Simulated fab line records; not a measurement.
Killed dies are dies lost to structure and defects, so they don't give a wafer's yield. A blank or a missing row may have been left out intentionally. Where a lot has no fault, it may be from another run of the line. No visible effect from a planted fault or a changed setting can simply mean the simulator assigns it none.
The same fault as seen by 2 desks | flow sky130 | each desk holds nothing but its own numbers, with what lay behind them at the end

## FOR THE TOOL OWNER'S DESK: lpcvd-01
The tool's own readings at SKY_POLY_GATE_CVD_00 (deposits poly-Si, target thk 180 nm, time 720 s): means of the sampled wafers that have a number, for each lot that ran on this tool. A lot is out of limits, marked OUT, if its mean lies more than 4 standard deviations from the usual mean; the brackets give that distance.
Columns: A = spike_tc_lower_C at SKY_POLY_GATE_CVD_00, usual 620.4 C; B = spike_tc_upper_C at SKY_POLY_GATE_CVD_00, usual 621.1 C; C = susceptor_temp_C at SKY_POLY_GATE_CVD_00, usual 619.95 C
lot  | first seen here | A     | B                | C
L568 | day 14 20:37    | 620.1 | 621.2            | 620.06
L570 | day 15 12:10    | 621.2 | 620.8            | 619.80
L571 | day 15 14:59    | 621.1 | 621.6            | 620.36
L572 | day 15 18:55    | 620.3 | 620.6            | 619.85
L573 | day 15 20:27    | 621.3 | 621.9            | 620.12
L574 | day 16 10:59    | 619.5 | 621.4            | 619.76
L575 | day 16 14:41    | 622.0 | 621.3            | 619.78
L576 | day 17 05:43    | 620.4 | 621.0            | 620.00
L577 | day 17 10:47    | 620.5 | 621.6            | 620.01
L578 | day 17 13:30    | 620.0 | 621.4            | 619.99
L580 | day 18 03:07    | 620.2 | 620.7            | 619.96
L581 | day 18 13:47    | 620.0 | 620.8            | 620.03
L586 | day 20 09:41    | 624.1 | 625.4 (+4.4) OUT | 623.63 (+13) OUT
This desk's verdict: out of limits on L586, starting with L586 at day 20 09:41 (spike_tc_upper_C at SKY_POLY_GATE_CVD_00). L568, L570, L571, L572, L573, L574, L575, L576, L577, L578, L580, L581 stayed within limits.

## METROLOGY DESK
Lot by lot, what the gauges showed, no matter which tool ran the lot: averages of those sampled wafers that carry a number. A lot is out of limits, marked OUT, if its mean lies more than 4 standard deviations from the usual mean; the brackets give that distance.
Columns: A = VT_ADJUST_NCORE_TW at SKY_VT_ADJUST_NCORE_TW_MEAS_11, usual 220.6; B = POLY_GATE_CVD_00_THK at SKY_POLY_GATE_THK_MEAS_01, usual 179.9 nm; C = LOCAL_INTERCONNECT_OVL at SKY_LOCAL_INTERCONNECT_OVL_MEAS_12, usual 1 nm
lot  | first seen here | A     | B               | C
L568 | day 9 11:52     | 222.0 | 183.1           | -3
L570 | day 9 21:59     | 221.4 | 179.1           | 3
L571 | day 10 02:13    | 219.2 | 177.5           | 2
L572 | day 10 04:28    | 218.7 | 180.6           | -2
L573 | day 10 05:43    | 222.0 | 177.7           | 1
L574 | day 10 18:57    | 223.0 | 182.9           | 6
L575 | day 10 19:40    | 220.7 | 181.2           | 2
L576 | day 11 07:16    | 220.6 | 179.4           | -3
L577 | day 11 13:25    | 220.6 | 178.9           | 7
L578 | day 11 16:32    | 219.8 | 180.5           | 1
L580 | day 12 02:17    | 220.3 | 180.2           | -3
L581 | day 12 08:14    | 220.6 | 181.9           | -1
L586 | day 13 19:50    | 220.4 | 196.4 (+10) OUT | -4
This desk reports L586 out of limits; the earliest was L586 at day 20 10:53 (POLY_GATE_CVD_00_THK at SKY_POLY_GATE_THK_MEAS_01). L568, L570, L571, L572, L573, L574, L575, L576, L577, L578, L580, L581 stayed within limits.

## BROUGHT TOGETHER
The tool owner's desk had the chance to raise an alarm at day 20 09:41 on L586.
At day 20 10:53 the metrology desk could have sounded an alarm, on L586.
Of the lots named, all ran SKY_POLY_GATE_CVD_00 on lpcvd-01.

## WHAT HAD BEEN PUT IN BY THE SIMULATOR
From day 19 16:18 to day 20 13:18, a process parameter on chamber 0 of lpcvd-01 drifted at SKY_POLY_GATE_CVD_00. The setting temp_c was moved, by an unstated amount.
Lots struck among those shown: L586.
Delay (hours) between the fault's onset and each desk's first out-of-limits reading: 17 at the tool owner's desk, 19 at the metrology desk.
